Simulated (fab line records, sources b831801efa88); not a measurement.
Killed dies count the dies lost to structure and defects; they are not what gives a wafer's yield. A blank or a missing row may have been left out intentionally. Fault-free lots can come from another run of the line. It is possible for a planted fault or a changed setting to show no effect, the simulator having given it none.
Problem report, 8D (eight disciplines) form, completed by code || flow sky130 || the parts of the form that need people (team, actions taken, sign-off) are left out

1. WHAT IS WRONG
Across 2 wafers from 2 lots, VIA1_HDPCVD_THK at SKY_VIA1_THK_MEAS_01 averages 795 nm, while fault-free wafers read 1027 nm with a standard deviation of 9.6. That puts it -24 standard deviations away from the usual mean.
The first sign was on wafer L665.2 at day 35 22:29, on film metro-04. The record has a number at this step for 42 wafers belonging to 14 lots. Rule for "out", or "out of limits": more than 4 standard deviations from the usual mean. All remaining wafers that have a number are taken as sound.

2. WHAT IT IS; WHAT IT IS NOT
{"question": "which readings at this step", "is": "VIA1_HDPCVD_THK", "is not": "-"}
{"question": "which lots", "is": "L665, L666", "is not": "L656, L657, L658, L659, L660, L662, L674, L675, L676, L677, L678, L679"}
{"question": "which wafers of those lots", "is": "L665.2, L666.3", "is not": "L665.1, L665.3, L666.2, L666.6"}
{"question": "read on which gauges", "is": "film metro-01, film metro-04", "is not": "-"}
{"question": "when", "is": "from day 35 22:29", "is not": "up to then (20 sound wafers); but 20 sound wafers of L666, L674, L675, L676, L677, L678, L679 came after"}

3. THE SUSPECTS, EACH WITH WHAT RULES IT OUT
Counting: a tool at a process step up to the reading stays a suspect if it ran every lot that is out. Sound lots after the first of them don't rule it out here, since some wafers of a struck lot are sound.
- the gauge at SKY_VIA1_THK_MEAS_01 is ruled out. 2 gauges (film metro-01, film metro-04) read the wafers that are out.
- hdpcvd-02 at SKY_VIA1_HDPCVD_00 (deposits SiO2, target thk 1030 nm, time 171.7 s): kept. Every lot that is out went through it, the first being L665 (day 35 22:22); the last sound lot it ran before that was L662 (day 34 23:11).
Remaining after the count: hdpcvd-02 at SKY_VIA1_HDPCVD_00.

4. THE CAUSE (what the simulator had put in)
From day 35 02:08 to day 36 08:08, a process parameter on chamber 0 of hdpcvd-02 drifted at SKY_VIA1_HDPCVD_00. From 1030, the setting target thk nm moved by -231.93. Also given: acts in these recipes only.
Counting left only this tool.

5. SEQUENCE OF EFFECTS, ordered by route
Each row: a reading whose mean over the struck wafers that have a number lies more than 3 standard deviations from the usual. Scope: only readings with a usual standard deviation given in the record; hours: median across lots of the time from each lot's start at the first step in this table that gives one to its start at this step; sigmas: change in usual standard deviations.
{"hours": 0, "step": "SKY_VIA1_THK_MEAS_01", "reading": "VIA1_HDPCVD_THK", "usual": "1027 nm", "on struck wafers": 795, "change": -232, "sigmas": -24}

6. HOW IT WOULD HAVE BEEN CAUGHT EARLIER
20 hours passed between the start of the fault at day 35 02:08 and the first reading out of limits at a measuring or inspecting step in this record, taken at day 35 22:29.
Lots out: 2; of these, L666 started SKY_VIA1_HDPCVD_00 on hdpcvd-02 after day 35 22:29. A hold on the tool at that time would have spared it.
